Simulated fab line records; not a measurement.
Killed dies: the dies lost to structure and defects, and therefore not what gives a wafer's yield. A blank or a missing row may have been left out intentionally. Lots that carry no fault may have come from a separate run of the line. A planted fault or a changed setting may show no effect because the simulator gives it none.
Which of the tools did it? ; flow sky130 ; 11 lots with 33 wafers sampled at 3 steps, on a route of 708 steps

WHAT EACH GAUGE READ, for each wafer
SKY_VIA3_THK_MEAS_01. Usual: VIA3_HDPCVD_THK gives 1633 nm (standard deviation 16).
lot;measured;on;VIA3_HDPCVD_THK (nm);flag
L599;day 39 20:52;film-metro-03;1650 1636 1644;
L602;day 40 10:59;film-metro-01;1617 1609 1624;
L606;day 41 17:52;film-metro-03;1648 1644 1623;
L607;day 42 04:31;film-metro-04;1611 1611 1624;
L608;day 42 07:14;film-metro-04;1633 1636 1624;
L609;day 43 01:17;film-metro-04;1643 1633 1642;
L610;day 43 02:55;film-metro-03;1660 1642 1655;
L611;day 43 04:09;film-metro-04;1616 1611 1616;
L612;day 43 07:07;film-metro-03;1637 1655 1652;
L613;day 43 18:58;film-metro-04;1639 1637 1635;
L620;day 45 10:00;film-metro-01;1609 1616 1618;

SKY_VIA3_BOW_MEAS_03. Usual: VIA3_BOW gives 79 um (standard deviation 8).
lot;measured;on;VIA3_BOW (um);flag
L599;day 39 21:14;film-metro-04;93 93 90;
L602;day 40 11:22;film-metro-03;89 94 78;
L606;day 41 18:14;film-metro-01;88 85 76;
L607;day 42 04:55;film-metro-01;80 73 74;
L608;day 42 07:36;film-metro-04;80 77 89;
L609;day 43 01:48;film-metro-04;73 88 75;
L610;day 43 03:17;film-metro-03;75 74 67;
L611;day 43 04:31;film-metro-03;79 74 73;
L612;day 43 07:34;film-metro-04;69 63 71;
L613;day 43 19:22;film-metro-03;89 68 86;
L620;day 45 10:22;film-metro-03;74 68 73;

TOOL THAT RAN EACH LOT (tool first, then ch and the chambers of the sampled wafers, then the start)
lot;SKY_METAL3_SPUTTER_02
L599;pvd-sputter-02, day 37 16:51
L602;pvd-sputter-04, day 38 06:40
L606;pvd-sputter-04, day 39 16:11
L607;pvd-sputter-02, day 40 02:50
L608;pvd-sputter-01, day 40 05:00
L609;pvd-sputter-02, day 41 00:14
L610;pvd-sputter-02, day 41 01:44
L611;pvd-sputter-02, day 41 03:13
L612;pvd-sputter-02, day 41 05:41
L613;pvd-sputter-02, day 41 17:35
L620;pvd-sputter-02, day 43 11:57
- SKY_METAL3_SPUTTER_02: material AlCu, target thk 735 nm, time 39.1 s.

AS READ BY THE TOOLS THEMSELVES (means over the sampled wafers that have a number; for cases with no such wafer, the mark the record gives instead)
SKY_METAL3_SPUTTER_02. Usual: throttle-valve-pct reads 30.4 % (standard deviation 0.9).
lot;tool;throttle-valve-pct (%);flag
L599;pvd-sputter-02;30.1;
L602;pvd-sputter-04;31.1;
L606;pvd-sputter-04;30.2;
L607;pvd-sputter-02;30.6;
L608;pvd-sputter-01;30.4;
L609;pvd-sputter-02;29.7;
L610;pvd-sputter-02;30.2;
L611;pvd-sputter-02;30.9;
L612;pvd-sputter-02;30.5;
L613;pvd-sputter-02;30.2;
L620;pvd-sputter-02;30.2;

THE ANSWER, worked out from the rows above alone
Rule: a lot is off if the mean of its wafers that have a number lies more than 3 standard deviations from the usual mean. Also off: a lot with no number at a reading for which 4 or more lots have one. Any other lot the step has rows for is counted as sound. After the gauges, taken in route order, come the tools' own readings; for these a lot's mean is taken, as printed above. The first step at which some lot is off is used, and at that step the reading that is off furthest; a lot without a number counts as furthest.
Nothing can be told from this: no lot is off at any reading shown.

WHAT THE SIMULATOR HAD INSERTED
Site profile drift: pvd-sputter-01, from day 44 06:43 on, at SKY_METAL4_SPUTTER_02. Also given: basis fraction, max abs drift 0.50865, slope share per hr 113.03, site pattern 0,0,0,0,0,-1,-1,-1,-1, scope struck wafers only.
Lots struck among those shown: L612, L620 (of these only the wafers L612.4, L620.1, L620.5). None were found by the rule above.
